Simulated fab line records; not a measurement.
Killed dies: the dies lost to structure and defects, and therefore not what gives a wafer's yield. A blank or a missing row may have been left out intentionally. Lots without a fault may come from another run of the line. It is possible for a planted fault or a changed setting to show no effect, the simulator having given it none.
What tool caused it? / flow gf180mcu / Sampling: 11 lots, 33 wafers, 5 of 602 route steps

== WHAT THE GAUGES READ, wafer by wafer ==
GF_V2_OVL_MEAS_15. Usual: for V2_OVL the level is -3 nm and the standard deviation is 6.4.
lot=L948; measured=day 20 16:43; on=overlay-01; V2_OVL (nm)=-4 -3 0; flag=
lot=L953; measured=day 22 14:04; on=overlay-02; V2_OVL (nm)=-12 -9 -4; flag=
lot=L954; measured=day 23 02:28; on=overlay-02; V2_OVL (nm)=-2 -5 -5; flag=
lot=L957; measured=day 24 01:07; on=overlay-01; V2_OVL (nm)=-16 -10 -6; flag=
lot=L958; measured=day 24 07:54; on=overlay-01; V2_OVL (nm)=0 -5 2; flag=
lot=L959; measured=day 24 16:06; on=overlay-01; V2_OVL (nm)=-7 2 2; flag=
lot=L960; measured=day 24 22:52; on=overlay-02; V2_OVL (nm)=11 5 4; flag=
lot=L961; measured=day 25 04:43; on=overlay-02; V2_OVL (nm)=6 7 -5; flag=
lot=L962; measured=day 25 13:54; on=overlay-02; V2_OVL (nm)=12 0 -4; flag=
lot=L964; measured=day 26 06:57; on=overlay-02; V2_OVL (nm)=1 7 -4; flag=
lot=L970; measured=day 27 21:51; on=overlay-02; V2_OVL (nm)=-6 -8 5; flag=

GF_V2_RS_MEAS_24: measurement is done with a four-point probe. Usual: for V2_W_RS the level is 0.328 ohm/sq and the standard deviation is 0.0034.
lot=L948; measured=day 20 17:39; on=film_metro-04; V2_W_RS (ohm/sq)=0.322 0.325 0.329; flag=
lot=L953; measured=day 22 15:02; on=film_metro-03; V2_W_RS (ohm/sq)=0.330 0.327 0.330; flag=
lot=L954; measured=day 23 03:28; on=film_metro-01; V2_W_RS (ohm/sq)=0.324 0.319 0.325; flag=
lot=L957; measured=day 24 02:04; on=film_metro-04; V2_W_RS (ohm/sq)=0.328 0.331 0.326; flag=
lot=L958; measured=day 24 08:49; on=film_metro-01; V2_W_RS (ohm/sq)=0.328 0.323 0.324; flag=
lot=L959; measured=day 24 17:01; on=film_metro-03; V2_W_RS (ohm/sq)=0.330 0.329 0.326; flag=
lot=L960; measured=day 24 23:50; on=film_metro-03; V2_W_RS (ohm/sq)=0.414 0.415 0.417; flag=OFF
lot=L961; measured=day 25 05:38; on=film_metro-01; V2_W_RS (ohm/sq)=0.325 0.323 0.323; flag=
lot=L962; measured=day 25 14:49; on=film_metro-03; V2_W_RS (ohm/sq)=0.415 0.421 0.421; flag=OFF
lot=L964; measured=day 26 07:52; on=film_metro-01; V2_W_RS (ohm/sq)=0.331 0.326 0.332; flag=
lot=L970; measured=day 27 22:46; on=film_metro-04; V2_W_RS (ohm/sq)=0.329 0.329 0.327; flag=

GF_V2_THK_MEAS_25: measures by xrf. Usual: for V2_W_THK the level is 356 nm and the standard deviation is 4.6.
lot=L948; measured=day 20 17:46; on=film_metro-04; V2_W_THK (nm)=361 357 353; flag=
lot=L953; measured=day 22 15:08; on=film_metro-03; V2_W_THK (nm)=353 357 353; flag=
lot=L954; measured=day 23 03:34; on=film_metro-01; V2_W_THK (nm)=360 361 358; flag=
lot=L957; measured=day 24 02:10; on=film_metro-04; V2_W_THK (nm)=356 354 358; flag=
lot=L958; measured=day 24 08:56; on=film_metro-01; V2_W_THK (nm)=358 362 362; flag=
lot=L959; measured=day 24 17:08; on=film_metro-03; V2_W_THK (nm)=354 355 359; flag=
lot=L960; measured=day 24 23:55; on=film_metro-03; V2_W_THK (nm)=281 282 280; flag=OFF
lot=L961; measured=day 25 05:45; on=film_metro-01; V2_W_THK (nm)=362 362 363; flag=
lot=L962; measured=day 25 14:56; on=film_metro-03; V2_W_THK (nm)=282 278 277; flag=OFF
lot=L964; measured=day 26 07:59; on=film_metro-01; V2_W_THK (nm)=356 363 352; flag=
lot=L970; measured=day 27 22:53; on=film_metro-04; V2_W_THK (nm)=357 360 362; flag=

== TOOL THAT RAN EACH LOT (tool first, then ch and the chambers of the sampled wafers, then the start) ==
lot=L948; GF_V2_STRIP_18=plasma_asher-02 ch 0,1, day 20 16:53; GF_V2_CVD_23=cvd_w-02 ch 0,1, day 20 17:32
lot=L953; GF_V2_STRIP_18=plasma_asher-04 ch 0, day 22 14:13; GF_V2_CVD_23=cvd_w-02 ch 0, day 22 14:53
lot=L954; GF_V2_STRIP_18=plasma_asher-03 ch 0,1, day 23 02:39; GF_V2_CVD_23=cvd_w-02 ch 0,1, day 23 03:21
lot=L957; GF_V2_STRIP_18=plasma_asher-02 ch 0,1, day 24 01:18; GF_V2_CVD_23=cvd_w-02 ch 0,1, day 24 01:57
lot=L958; GF_V2_STRIP_18=plasma_asher-02 ch 0,1, day 24 08:04; GF_V2_CVD_23=cvd_w-02 ch 0,1, day 24 08:42
lot=L959; GF_V2_STRIP_18=plasma_asher-04 ch 0,1, day 24 16:16; GF_V2_CVD_23=cvd_w-02 ch 0,1, day 24 16:54
lot=L960; GF_V2_STRIP_18=plasma_asher-04 ch 0,1, day 24 23:03; GF_V2_CVD_23=cvd_w-02 ch 0,1, day 24 23:42
lot=L961; GF_V2_STRIP_18=plasma_asher-03 ch 0,1, day 25 04:52; GF_V2_CVD_23=cvd_w-01 ch 0,1, day 25 05:31
lot=L962; GF_V2_STRIP_18=plasma_asher-02 ch 0,1, day 25 14:04; GF_V2_CVD_23=cvd_w-02 ch 0,1, day 25 14:42
lot=L964; GF_V2_STRIP_18=plasma_asher-04 ch 0,1, day 26 07:07; GF_V2_CVD_23=cvd_w-01 ch 0,1, day 26 07:45
lot=L970; GF_V2_STRIP_18=plasma_asher-02 ch 0,1, day 27 22:01; GF_V2_CVD_23=cvd_w-02 ch 0,1, day 27 22:39
- GF_V2_STRIP_18: strips in O2/N2.
- GF_V2_CVD_23: deposits W, target thk 350 nm, time 104.94 s.

== WHAT THE TOOLS THEMSELVES READ (means of the sampled wafers that have a number; where no wafer has one, the mark that the record gives instead) ==
GF_V2_STRIP_18. Usual: drypump_motor_current_A 5.7 A, standard deviation 0.46; heater_power_w 318 W, standard deviation 11; oes_product_au 0.593 a.u., standard deviation 0.0051.
lot=L948; tool=plasma_asher-02; drypump_motor_current_A (A)=6.3; heater_power_w (W)=309; oes_product_au (a.u.)=0.594; flag=
lot=L953; tool=plasma_asher-04; drypump_motor_current_A (A)=5.8; heater_power_w (W)=330; oes_product_au (a.u.)=0.587; flag=
lot=L954; tool=plasma_asher-03; drypump_motor_current_A (A)=5.2; heater_power_w (W)=312; oes_product_au (a.u.)=0.594; flag=
lot=L957; tool=plasma_asher-02; drypump_motor_current_A (A)=6.2; heater_power_w (W)=308; oes_product_au (a.u.)=0.594; flag=
lot=L958; tool=plasma_asher-02; drypump_motor_current_A (A)=6.3; heater_power_w (W)=311; oes_product_au (a.u.)=0.593; flag=
lot=L959; tool=plasma_asher-04; drypump_motor_current_A (A)=5.9; heater_power_w (W)=320; oes_product_au (a.u.)=0.593; flag=
lot=L960; tool=plasma_asher-04; drypump_motor_current_A (A)=5.9; heater_power_w (W)=325; oes_product_au (a.u.)=0.594; flag=
lot=L961; tool=plasma_asher-03; drypump_motor_current_A (A)=5.3; heater_power_w (W)=321; oes_product_au (a.u.)=0.593; flag=
lot=L962; tool=plasma_asher-02; drypump_motor_current_A (A)=6.2; heater_power_w (W)=314; oes_product_au (a.u.)=0.591; flag=
lot=L964; tool=plasma_asher-04; drypump_motor_current_A (A)=5.8; heater_power_w (W)=323; oes_product_au (a.u.)=0.593; flag=
lot=L970; tool=plasma_asher-02; drypump_motor_current_A (A)=5.9; heater_power_w (W)=310; oes_product_au (a.u.)=0.594; flag=

GF_V2_CVD_23. Usual: chamber_pressure_Torr 39.98 Torr, standard deviation 0.087; heater_power_w 864 W, standard deviation 39; susceptor_temp_C 399.99 C, standard deviation 0.23.
lot=L948; tool=cvd_w-02; chamber_pressure_Torr (Torr)=40.07; heater_power_w (W)=863; susceptor_temp_C (C)=399.86; flag=
lot=L953; tool=cvd_w-02; chamber_pressure_Torr (Torr)=39.98; heater_power_w (W)=798; susceptor_temp_C (C)=399.81; flag=
lot=L954; tool=cvd_w-02; chamber_pressure_Torr (Torr)=40.00; heater_power_w (W)=865; susceptor_temp_C (C)=400.02; flag=
lot=L957; tool=cvd_w-02; chamber_pressure_Torr (Torr)=39.94; heater_power_w (W)=870; susceptor_temp_C (C)=400.10; flag=
lot=L958; tool=cvd_w-02; chamber_pressure_Torr (Torr)=40.04; heater_power_w (W)=864; susceptor_temp_C (C)=400.08; flag=
lot=L959; tool=cvd_w-02; chamber_pressure_Torr (Torr)=39.94; heater_power_w (W)=837; susceptor_temp_C (C)=400.17; flag=
lot=L960; tool=cvd_w-02; chamber_pressure_Torr (Torr)=39.96; heater_power_w (W)=765; susceptor_temp_C (C)=386.69; flag=OFF
lot=L961; tool=cvd_w-01; chamber_pressure_Torr (Torr)=39.96; heater_power_w (W)=878; susceptor_temp_C (C)=400.13; flag=
lot=L962; tool=cvd_w-02; chamber_pressure_Torr (Torr)=40.09; heater_power_w (W)=764; susceptor_temp_C (C)=386.82; flag=OFF
lot=L964; tool=cvd_w-01; chamber_pressure_Torr (Torr)=39.99; heater_power_w (W)=895; susceptor_temp_C (C)=400.03; flag=
lot=L970; tool=cvd_w-02; chamber_pressure_Torr (Torr)=39.90; heater_power_w (W)=823; susceptor_temp_C (C)=399.90; flag=

== THE ANSWER, worked out from the rows above alone ==
Rule: a lot counts as off when the mean over its wafers that have a number is more than 3 standard deviations away from the usual mean. A lot without any number at a reading at which 4 lots or more have one is off too. Any other lot the step has rows for is counted as sound. After the gauges, taken in route order, come the tools' own readings; for these a lot's mean is taken, as printed above. At the first step where some lot is off, the reading lying furthest off is the one used; lots without a number count as furthest.
Off: L960, L962, seen at GF_V2_RS_MEAS_24 (V2_W_RS).
If a tool, at a process step before that reading, ran all the lots that are off and no sound lot after the first of them, it fits. The gauges at GF_V2_RS_MEAS_24 aren't tried: what is off there is off at GF_V2_CVD_23 too, on other tools, and a gauge's error can't cause that. None of those tried fits.

== WHAT HAD BEEN PUT IN BY THE SIMULATOR ==
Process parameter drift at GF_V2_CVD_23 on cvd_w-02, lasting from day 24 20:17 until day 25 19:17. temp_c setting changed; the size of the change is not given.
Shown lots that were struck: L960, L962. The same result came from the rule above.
